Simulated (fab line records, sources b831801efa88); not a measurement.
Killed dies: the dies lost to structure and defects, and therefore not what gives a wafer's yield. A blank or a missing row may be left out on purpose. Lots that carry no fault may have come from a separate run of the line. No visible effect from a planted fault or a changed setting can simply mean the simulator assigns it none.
Chamber matching -- flow gf180mcu -- 3 sister chambers for GF_CONTACT_CVD_00 on hdpcvd-01
The step deposits SiO2, target thk 300 nm, time 50 s. 3 wafers are shown with their chamber, then 7 later ones without.

== WAFERS, EACH WITH ITS CHAMBER ==
wafer,chamber,sih4 flow sccm (sccm)
L218.1,1,59.86
L221.4,0,59.84
L221.5,2,60.09

== WAFERS WITHOUT THEIR CHAMBER ==
wafer,sih4 flow sccm (sccm)
L221.6,59.90
L229.1,59.85
L229.5,60.01
L229.6,60.08
L230.2,60.01
L230.3,59.94
L230.4,59.97

== WHICH CHAMBER EACH ONE RAN IN ==
wafer,from the rows above,in truth
L221.6,can't be placed: 1 or 0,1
L229.1,can't be placed: 0 or 1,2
L229.5,can't be placed: 2 or 1 or 0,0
L229.6,2,2
L230.2,can't be placed: 2 or 1 or 0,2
L230.3,can't be placed: 1 or 0 or 2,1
L230.4,can't be placed: 1 or 2 or 0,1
Correctly placed: 1 of 7. These rows do not allow placing 6 (true chamber among the candidates in 5). 0 placed wrongly.
How it was worked out, from the rows above alone: a wafer's distance from a chamber is the root of the sum, over the readings, of the square of ((its reading less the chamber's mean) divided by the reading's scatter). If the next closest chamber is less than 2 further off than the closest, the wafer can't be placed; otherwise it belongs to the closest. Each chamber's mean is taken over the wafers shown for it. The scatter: root of mean squared gap, hidden wafer to nearest shown wafer, with one shown wafer a chamber.
